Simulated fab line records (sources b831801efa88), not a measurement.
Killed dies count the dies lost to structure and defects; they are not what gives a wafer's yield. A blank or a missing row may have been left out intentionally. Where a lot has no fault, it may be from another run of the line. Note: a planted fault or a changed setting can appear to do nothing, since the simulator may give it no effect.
The same fault as seen by 2 desks | flow sky130 | every desk sees just its own numbers, and what lay behind them comes last

## THE TOOL OWNER'S DESK: rieMetal-04
The tool's own readings at SKY_METAL3_ETCH_16 (etches BARC in N2/H2, stops on SiO2, time 88.2 s, target depth 60 nm): means of the sampled wafers that have a number, for each lot that ran on this tool. A lot is out of limits, marked OUT, if its mean lies more than 4 standard deviations from the usual mean; the brackets give that distance.
Columns: A = drypumpMotorCurrentA at SKY_METAL3_ETCH_16, usual 5.7 A; B = heBacksideLeakSccm at SKY_METAL3_ETCH_16, usual 3.37 sccm; C = oesProductAu at SKY_METAL3_ETCH_16, usual 0.625 a.u.; D = rfFwdPowerW at SKY_METAL3_ETCH_16, usual 497.3 W; E = throttleValvePct at SKY_METAL3_ETCH_16, usual 13.206 %
lot  | first seen here | A   | B    | C     | D               | E
L836 | day 40 15:20    | 5.4 | 3.41 | 0.629 | 497.7           | 13.199
L841 | day 42 01:31    | 5.4 | 3.41 | 0.621 | 577.2 (+47) OUT | 13.205
L844 | day 42 19:05    | 5.3 | 3.42 | 0.623 | 577.8 (+47) OUT | 13.212
L845 | day 42 22:17    | 5.7 | 3.29 | 0.624 | 575.3 (+46) OUT | 13.202
This desk's verdict: out of limits on L841, L844, L845, starting with L841 at day 42 01:31 (rfFwdPowerW at SKY_METAL3_ETCH_16). L836 stayed within limits.

## FROM THE METROLOGY DESK
Lot by lot, what the gauges showed, no matter which tool ran the lot: averages of those sampled wafers that carry a number. A lot is out of limits, marked OUT, if its mean lies more than 4 standard deviations from the usual mean; the brackets give that distance.
Columns: A = cdNm at SKY_METAL3_CD_MEAS_13, usual 299.6 nm; B = METAL3_OVL at SKY_METAL3_OVL_MEAS_14, usual -4 nm
lot  | first seen here | A     | B
L830 | day 38 09:28    | 300.6 | -2
L836 | day 40 15:09    | 298.0 | 5
L841 | day 42 01:20    | 297.9 | -5
L843 | day 42 11:20    | 298.1 | 2
L844 | day 42 18:54    | 298.5 | 1
L845 | day 42 22:06    | 298.4 | 3
L851 | day 45 01:01    | 300.3 | -7
This desk found nothing out of limits on any of the 7 lots.

## PUT TOGETHER
The tool owner's desk could have raised an alarm at day 42 01:31, on L841, L844, L845.
The metrology desk saw nothing out of limits.
The metrology desk has L841, L844, L845 on record, within its limits.
All the named lots went through SKY_METAL3_ETCH_16 on rieMetal-04.

## WHAT WAS PUT IN BY THE SIMULATOR
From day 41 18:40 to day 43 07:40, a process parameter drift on rieMetal-04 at SKY_METAL3_ETCH_16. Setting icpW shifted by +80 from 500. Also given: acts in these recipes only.
Lots struck among those shown: L841, L844, L845.
Delay in hours, fault start to first out-of-limits reading, by desk: the tool owner's desk at 7.
